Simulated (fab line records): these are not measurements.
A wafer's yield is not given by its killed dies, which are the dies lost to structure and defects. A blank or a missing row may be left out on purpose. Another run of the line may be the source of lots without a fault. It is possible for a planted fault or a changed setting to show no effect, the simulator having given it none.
Which tool is to blame? ; flow gf180mcu ; Sampling: 12 lots, 36 wafers, 2 of 602 route steps

## WHAT THE GAUGES SHOWED, per wafer
GF_V2_RS_MEAS_24: measurement is done with a four-point probe.
lot;measured;on;V2_W_RS (ohm/sq)
L076;day 20 23:22;film-metro-04;0.328 0.330 0.331
L077;day 21 20:38;film-metro-01;0.329 0.327 0.327
L079;day 22 16:18;film-metro-02;0.324 0.324 0.334
L080;day 23 05:11;film-metro-02;0.329 0.323 0.329
L083;day 23 22:47;film-metro-02;0.326 0.332 0.324
L085;day 24 16:08;film-metro-02;0.333 0.339 0.334
L087;day 25 03:11;film-metro-01;0.329 0.332 0.328
L089;day 25 16:44;film-metro-04;0.335 0.320 0.332
L091;day 26 11:41;film-metro-02;0.335 0.326 0.339
L093;day 26 17:57;film-metro-01;0.335 0.325 0.336
L095;day 27 06:29;film-metro-04;0.322 0.332 0.328
L097;day 27 23:59;film-metro-02;0.333 0.333 0.334

## EACH LOT AND THE TOOL THAT RAN IT (in order: tool; ch and the chambers of the sampled wafers; start)
lot;GF_CONTACT_CMP_27
L076;cmp-02 ch 2,3, day 16 18:26
L077;cmp-01 ch 1,2, day 17 13:21
L079;cmp-01 ch 0,1,2, day 18 10:43
L080;cmp-01 ch 1,2,3, day 18 22:56
L083;cmp-01 ch 0,1,2, day 19 18:35
L085;cmp-01 ch 1,2,3, day 20 12:47
L087;cmp-02 ch 0,1,2, day 21 01:45
L089;cmp-01 ch 1,2,3, day 21 18:20
L091;cmp-02 ch 1,3, day 22 12:04
L093;cmp-01 ch 0,1, day 22 20:51
L095;cmp-02 ch 1,2, day 23 11:59
L097;cmp-02 ch 0,1,3, day 24 05:50
- GF_CONTACT_CMP_27: polishes, stops on SiO2, t overpolish 15 s, target thk 0 nm.

## THE ANSWER, worked out from the rows above alone
Rule: the usual values come from the lots themselves. Put in order of their means at a reading, lots are off if they are a third of the lots or fewer, leave a main group of 4 or more, and stand apart from it by a gap of 3 or more times the standard deviation of the main group's means; of several such gaps the widest counts. If all means in a main group match to the digits the tables above print for the reading, that group is not used. A lot without any number at a reading at which 4 lots or more have one is off too. The other lots that the step has rows for count as sound.
None of the lots is off at any reading shown; this tells nothing.

## WHAT THE SIMULATOR HAD PUT IN
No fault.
